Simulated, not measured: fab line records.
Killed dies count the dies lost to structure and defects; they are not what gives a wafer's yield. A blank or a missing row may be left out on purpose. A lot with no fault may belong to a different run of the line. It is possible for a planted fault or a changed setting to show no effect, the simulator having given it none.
Which tool did it? :: flow sky130 :: 36 wafers sampled from 12 lots at 1 step of a route of 708

WHAT THE GAUGES READ, wafer by wafer
SKY_SONOS_TUNNEL_CD_MEAS_07: the cd target is 410 nm.
lot: L230
measured: day 11 15:27
on: cd-sem-02
cd-nm (nm): 408.1 407.0 406.8

lot: L231
measured: day 11 19:23
on: cd-sem-01
cd-nm (nm): 409.3 411.2 411.1

lot: L233
measured: day 12 08:04
on: cd-sem-01
cd-nm (nm): 409.7 408.8 409.0

lot: L236
measured: day 13 10:52
on: cd-sem-01
cd-nm (nm): 411.5 409.4 408.1

lot: L239
measured: day 14 06:07
on: cd-sem-01
cd-nm (nm): 412.7 412.3 409.8

lot: L243
measured: day 15 13:01
on: cd-sem-02
cd-nm (nm): 409.5 410.2 413.7

lot: L246
measured: day 17 00:31
on: cd-sem-02
cd-nm (nm): 410.1 407.6 408.4

lot: L248
measured: day 17 14:10
on: cd-sem-02
cd-nm (nm): 410.7 410.3 407.2

lot: L250
measured: day 17 23:55
on: cd-sem-01
cd-nm (nm): 407.0 410.6 408.9

lot: L251
measured: day 18 14:55
on: cd-sem-01
cd-nm (nm): 408.6 409.4 407.2

lot: L252
measured: day 19 05:01
on: cd-sem-01
cd-nm (nm): 408.6 409.5 408.6

lot: L253
measured: day 19 16:01
on: cd-sem-02
cd-nm (nm): 412.5 412.4 411.2

EACH LOT AND THE TOOL THAT RAN IT (in order: tool; ch and the chambers of the sampled wafers; start)
The record holds no process step before these readings.

WHAT THE TOOLS THEMSELVES READ (means of the sampled wafers that have a number; where no wafer has one, the mark that the record gives instead)
The record holds no such reading with a usual standard deviation.

THE ANSWER, worked out from the rows above alone
Rule: the usual values come from the lots themselves. Put in order of their means at a reading, lots are off if they are a third of the lots or fewer, leave a main group of 4 or more, and stand apart from it by a gap of 3 or more times the standard deviation of the main group's means; of several such gaps the widest counts. The tables above print the reading to a certain number of digits; a main group whose means all agree to those digits is not used. Also off: a lot with no number at a reading for which 4 or more lots have one. Where the step has rows for the other lots, those lots are counted as sound. The gauges are gone through in route order, then the tools' own readings, and for those a lot's mean is taken as printed above. At the first step where some lot is off, the reading lying furthest off is the one used; lots without a number count as furthest.
None of the lots is off at any reading shown; this tells nothing.

WHAT THE SIMULATOR HAD INSERTED
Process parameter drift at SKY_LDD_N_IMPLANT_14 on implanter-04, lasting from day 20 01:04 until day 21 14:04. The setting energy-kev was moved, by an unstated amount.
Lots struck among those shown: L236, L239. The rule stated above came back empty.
